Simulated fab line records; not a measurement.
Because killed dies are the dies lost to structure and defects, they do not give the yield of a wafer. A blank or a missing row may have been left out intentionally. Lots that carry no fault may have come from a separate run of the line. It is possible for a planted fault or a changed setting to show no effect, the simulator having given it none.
2 desks looking at one fault ; flow sfq_line ; only its own numbers are on each desk; what lay behind them is given at the end

FOR THE TOOL OWNER'S DESK: pecvd-02
The tool's own readings at SFQ_TRILAYER_I3_DEP_PECVD_081 (deposits SiO2 from SiH4/N2O, time 111.11 s, target thk 500 nm): means of the sampled wafers that have a number, for each lot that ran on this tool. A lot is out of limits, marked OUT, if its mean lies more than 4 standard deviations from the usual mean; the brackets give that distance.
Columns: A = heater_power_w at SFQ_TRILAYER_I3_DEP_PECVD_081, usual 86 W; B = run_length_s at SFQ_TRILAYER_I3_DEP_PECVD_081, usual 139.3 s; C = throttle_valve_pct at SFQ_TRILAYER_I3_DEP_PECVD_081, usual 25.5 %
lot;first seen here;A;B;C
L642;day 43 22:56;74;139.1;26.7
L644;day 44 02:07;73;139.4;27.9
L654;day 51 19:23;78;139.0;27.8
L656;day 52 01:26;74;171.2 (+61) OUT;25.6
L657;day 52 03:50;77;171.8 (+62) OUT;25.6
L661;day 52 15:47;82;155.5 (+31) OUT;26.6
This desk's verdict: out of limits on L656, L657, L661, starting with L656 at day 52 01:26 (run_length_s at SFQ_TRILAYER_I3_DEP_PECVD_081). In limits: L642, L644, L654.

FROM THE METROLOGY DESK
Lot by lot, what the gauges showed, no matter which tool ran the lot: averages of those sampled wafers that carry a number. A lot is out of limits, marked OUT, if its mean lies more than 4 standard deviations from the usual mean; the brackets give that distance.
Columns: A = I0_OVL at SFQ_I0_OVL_MEAS_908, usual 0 nm; B = M4_NB_RS at SFQ_M4_RS_MEAS_924, usual 0.893 ohm/sq
lot;first seen here;A;B
L641;day 16 18:52;4;0.884
L642;day 16 23:40;6;0.904
L643;day 17 03:16;-9;0.885
L644;day 17 14:11;-5;0.891
L645;day 18 10:43;5;0.901
L646;day 19 02:19;-0;0.883
L648;day 20 02:14;2;0.902
L649;day 20 04:38;-1;0.888
L653;day 21 00:16;-2;0.893
L654;day 21 01:29;1;0.895
L656;day 21 03:53;1;0.903
L657;day 21 05:05;0;0.887
L661;day 21 09:52;0;0.898
L662;day 21 11:05;4;0.899
L663;day 21 12:16;1;0.890
This desk's verdict: no lot among the 15 shows anything out of limits.

ALL TOGETHER
At day 52 01:26, on L656, L657, L661, the tool owner's desk was in a position to raise an alarm.
At the metrology desk, nothing out of limits was observed.
The metrology desk has L656, L657, L661 on record, within its limits.
Of the lots named, all ran SFQ_TRILAYER_I3_DEP_PECVD_081 on pecvd-02.

WHAT HAD BEEN PUT IN BY THE SIMULATOR
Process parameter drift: pecvd-02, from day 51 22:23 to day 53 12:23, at SFQ_TRILAYER_I3_DEP_PECVD_081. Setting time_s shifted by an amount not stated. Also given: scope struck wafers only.
Struck lots among those shown: L656, L657, L661.
Delay in hours, fault start to first out-of-limits reading, by desk: the tool owner's desk at 3.
